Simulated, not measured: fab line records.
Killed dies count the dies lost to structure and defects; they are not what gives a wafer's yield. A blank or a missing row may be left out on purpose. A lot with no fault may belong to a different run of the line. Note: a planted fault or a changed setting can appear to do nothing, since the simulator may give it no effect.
Which tool is to blame? | flow sky130 | 12 lots, 36 wafers sampled, at 3 steps of a route of 708

## WHAT THE GAUGES READ, wafer by wafer
SKY_CAP2M_RS_MEAS_03: measurement is done with a four-point probe. Usual: for CAP2M_TIN_RS the level is 6.91 ohm/sq and the standard deviation is 0.068.
lot  | measured     | on            | CAP2M_TIN_RS (ohm/sq) | flag
L412 | day 39 09:55 | film metro-02 | 6.91 6.88 6.95        |
L413 | day 39 14:56 | film metro-01 | 6.88 6.94 6.90        |
L417 | day 41 00:54 | film metro-01 | 7.00 6.97 7.04        |
L420 | day 42 01:07 | film metro-02 | 8.84 8.85 8.95        | OFF
L423 | day 42 23:33 | film metro-04 | 8.86 8.67 8.80        | OFF
L424 | day 43 05:13 | film metro-02 | 6.82 6.85 6.82        |
L425 | day 43 22:38 | film metro-02 | 6.81 6.82 6.77        |
L430 | day 45 01:46 | film metro-04 | 6.85 6.84 6.84        |
L431 | day 45 02:55 | film metro-04 | 6.86 6.94 6.90        |
L432 | day 45 11:35 | film metro-04 | 6.80 6.87 6.80        |
L434 | day 46 00:41 | film metro-02 | 6.90 6.77 6.76        |
L435 | day 46 02:50 | film metro-04 | 6.97 6.92 6.90        |

SKY_CAP2M_THK_MEAS_04: measures by xrf. Usual: for CAP2M_TIN_THK the level is 205.3 nm and the standard deviation is 2.8.
lot  | measured     | on            | CAP2M_TIN_THK (nm) | flag
L412 | day 39 10:02 | film metro-02 | 203.1 204.5 202.6  |
L413 | day 39 15:02 | film metro-01 | 206.7 203.8 205.4  |
L417 | day 41 01:01 | film metro-01 | 203.1 204.5 202.0  |
L420 | day 42 01:14 | film metro-02 | 160.0 159.4 158.4  | OFF
L423 | day 42 23:40 | film metro-04 | 161.5 164.6 162.0  | OFF
L424 | day 43 05:20 | film metro-02 | 208.4 206.2 208.1  |
L425 | day 43 22:45 | film metro-02 | 209.1 208.3 209.2  |
L430 | day 45 01:53 | film metro-04 | 209.2 208.7 208.8  |
L431 | day 45 03:02 | film metro-04 | 208.9 206.0 207.6  |
L432 | day 45 11:42 | film metro-04 | 210.2 208.2 210.8  |
L434 | day 46 00:48 | film metro-02 | 204.0 207.3 208.1  |
L435 | day 46 02:57 | film metro-04 | 205.4 205.0 206.1  |

## WHAT TOOL EACH LOT RAN ON (gives the tool, then ch and the chambers of the sampled wafers, and finally the start)
lot  | SKY_CAP2M_SPUTTER_02
L412 | pvd sputter-03, day 39 09:48
L413 | pvd sputter-03, day 39 14:48
L417 | pvd sputter-01, day 41 00:48
L420 | pvd sputter-01, day 42 01:01
L423 | pvd sputter-01, day 42 23:25
L424 | pvd sputter-03, day 43 05:06
L425 | pvd sputter-03, day 43 22:31
L430 | pvd sputter-03, day 45 01:38
L431 | pvd sputter-03, day 45 02:47
L432 | pvd sputter-03, day 45 11:23
L434 | pvd sputter-03, day 46 00:34
L435 | pvd sputter-03, day 46 02:43
- SKY_CAP2M_SPUTTER_02: material TiN, target thk 200 nm, time 166.7 s.

## WHAT THE TOOLS THEMSELVES READ (means of the sampled wafers that have a number; where no wafer has one, the mark that the record gives instead)
SKY_CAP2M_SPUTTER_02. Usual: cathode dc power W 6499.9 W, standard deviation 1.2; throttle valve pct 30.2 %, standard deviation 0.55.
lot  | tool           | cathode dc power W (W) | throttle valve pct (%) | flag
L412 | pvd sputter-03 | 6499.5                 | 30.8                   |
L413 | pvd sputter-03 | 6499.6                 | 30.8                   |
L417 | pvd sputter-01 | 6499.6                 | 30.2                   |
L420 | pvd sputter-01 | 5172.2                 | 30.3                   | OFF
L423 | pvd sputter-01 | 5173.2                 | 29.5                   | OFF
L424 | pvd sputter-03 | 6501.2                 | 30.8                   |
L425 | pvd sputter-03 | 6499.4                 | 30.8                   |
L430 | pvd sputter-03 | 6499.8                 | 30.8                   |
L431 | pvd sputter-03 | 6499.5                 | 30.8                   |
L432 | pvd sputter-03 | 6500.5                 | 30.9                   |
L434 | pvd sputter-03 | 6500.9                 | 30.9                   |
L435 | pvd sputter-03 | 6501.2                 | 30.8                   |

## THE ANSWER, worked out from the rows above alone
Rule: take the mean of a lot's wafers that have a number; if it is more than 3 standard deviations from the usual mean, the lot is off. Also off: a lot with no number at a reading for which 4 or more lots have one. Any other lot the step has rows for is counted as sound. The gauges are gone through in route order, then the tools' own readings, and for those a lot's mean is taken as printed above. The first step at which some lot is off is used, and at that step the reading that is off furthest; a lot without a number counts as furthest.
Off: at SKY_CAP2M_RS_MEAS_03 (CAP2M_TIN_RS), L420, L423.
A tool fits if, at a process step before that reading, it ran every lot that is off, and no sound lot after the first of them. The gauges at SKY_CAP2M_RS_MEAS_03 aren't tried: what is off there is off at SKY_CAP2M_SPUTTER_02 too, on other tools, and a gauge's error can't cause that. One candidate fits, namely pvd sputter-01 at SKY_CAP2M_SPUTTER_02. Its last sound lot is L417 (day 41 00:48), its first lot that is off L420 (day 42 01:01): a fault that began between those two fits.
On the lots that are off, the tool's own readings at SKY_CAP2M_SPUTTER_02 differ by more than 5 times the standard deviation of the sound lots' means, which bears it out; cathode dc power W reads 5172.7 W there versus 6500.1 W on the sound lots.

## WHAT HAD BEEN PUT IN BY THE SIMULATOR
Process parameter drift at SKY_CAP2M_SPUTTER_02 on pvd sputter-01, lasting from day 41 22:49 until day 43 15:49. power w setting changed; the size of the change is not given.
Lots struck among those shown: L420, L423. The rule above reached the same finding.
